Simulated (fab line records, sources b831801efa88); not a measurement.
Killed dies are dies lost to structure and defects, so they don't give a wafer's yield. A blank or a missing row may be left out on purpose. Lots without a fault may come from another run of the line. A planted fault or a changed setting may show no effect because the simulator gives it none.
A struck lot beside a sound one | flow sky130 | 19 steps out of a route of 708
Sound: wafers L339.1, L339.2, L339.5. Struck: wafers L349.1, L349.4, L349.6. The cause comes at the end.
At each step with rows: each side's tool, then ch and its chambers, then its first start. Under that, the readings that differ: sound wafers | struck wafers | difference of the means | sigmas: that difference in standard deviations of wafers without a fault.
alike: readings whose means differ by less than 2 such deviations, and words and numbers that are the same on both sides. not compared: withheld readings, readings that some wafer has no value for, bounds like >300 that may hide the same value, and numbers for which the record gives no deviation and whose values overlap.
The two part at a step that has a row with sigmas, a row that says differs or no value, or rows on one side only. Numbers that don't overlap but have no deviation are shown without sigmas and don't part them. A reading that every wafer of one side lacks parts them only if that side has two wafers or more.

first, 3 steps without rows for these wafers: SKY_POLY_CUT_EXPOSE_05 (exposes mask NPCM, target cd 270 nm); SKY_POLY_CUT_PEB_06; SKY_POLY_CUT_DEVELOP_07 (develop time 60 s).
SKY_POLY_CUT_CD_MEAS_08: target cd 270 nm.
  sound on cd_sem-01, day 24 05:47; struck on cd_sem-02, day 27 16:09
  alike: cd_nm
SKY_POLY_CUT_OVL_MEAS_09:
  sound on overlay-02, day 24 05:54; struck on overlay-01, day 27 16:16
  alike: POLY_CUT_OVL
SKY_POLY_CUT_ETCH_10: etches BARC in N2/H2, stops on SiO2, time 45.9 s, target depth 60 nm.
  sound on rie_diel-02 ch 0,1,2, day 24 05:56; struck on rie_diel-01 ch 0,1,3, day 27 16:19
  alike: drypump_motor_current_A, oes_product_au, throttle_valve_pct
  not compared: rf_hours_counter_h
SKY_POLY_CUT_ETCH_11: etches Si3N4 in CF4/CH2F2/Ar, stops on poly-Si, time 42.5 s, target depth 60 nm.
  sound on rie_diel-02 ch 0,1,2, day 24 05:59; struck on rie_diel-01 ch 0,1,3, day 27 16:21
  alike: ch2f2_flow_sccm, drypump_motor_current_A, oes_product_au, throttle_valve_pct
  not compared: rf_hours_counter_h
SKY_POLY_CUT_STRIP_12: strips in O2/N2.
  sound on plasma_asher-03 ch 0,1, day 24 06:01; struck on plasma_asher-02 ch 0,1, day 27 16:23
  alike: drypump_motor_current_A, oes_product_au, strip_time_to_endpoint_s
  not compared: rf_hours_counter_h
then, 4 steps without rows for these wafers: SKY_SD_P_DEHYDRATE_00 (time 60 s); SKY_SD_P_HMDS_01 (prime time 60 s); SKY_SD_P_COAT_02 (resist thk 1140 nm); SKY_SD_P_SOFTBAKE_03 (time 60 s).
SKY_SD_P_EXPOSE_04: exposes mask PSDM, target cd 380 nm.
  sound on iline_stepper-01 ch 0, day 24 20:58; struck on iline_stepper-02 ch 0, day 28 06:34
  reading                      | sound                   | struck               | difference | sigmas
  model.SD_P.overlay_x_nm (nm) | -0.4184 -0.4184 -0.4184 | -53.34 -53.34 -53.34 | -52.92     |
  alike: mask
then, 2 steps without rows for these wafers: SKY_SD_P_PEB_05; SKY_SD_P_DEVELOP_06 (develop time 60 s).
SKY_SD_P_CD_MEAS_07: target cd 380 nm.
  sound on cd_sem-01, day 25 11:06; struck on cd_sem-02, day 28 21:07
  alike: cd_nm
SKY_SD_P_OVL_MEAS_08:
  sound on overlay-01, day 25 11:13; struck on overlay-01, day 28 21:14
  reading       | sound       | struck            | difference | sigmas
  SD_P_OVL (nm) | 1.2 0.0 0.2 | -52.8 -53.5 -53.4 | -53.7      | -38
then, 1 step without rows for these wafers: SKY_SD_P_IMPLANT_09.
-- the record jumps here: 19 days lie between the struck wafers' starts before and after (it left off in module SD_P and takes up again in module PAD_OPEN, whose first step shown is number 708 of the route) --
SKY_PAD_OPEN_PROBE_99:
  sound on prober-01, day 45 17:31; struck on prober-02, day 48 01:23
  alike: killed_at_M0_to_M3, killed_at_M4_up, killed_at_contacts, killed_at_front_end, killed_at_other, killed_dies, killed_open, killed_short

WHERE THEY PART
Only at SKY_SD_P_OVL_MEAS_08, within this record. Later steps at which nothing parts them and some readings are alike: SKY_PAD_OPEN_PROBE_99.

WHY: what the simulator had put in
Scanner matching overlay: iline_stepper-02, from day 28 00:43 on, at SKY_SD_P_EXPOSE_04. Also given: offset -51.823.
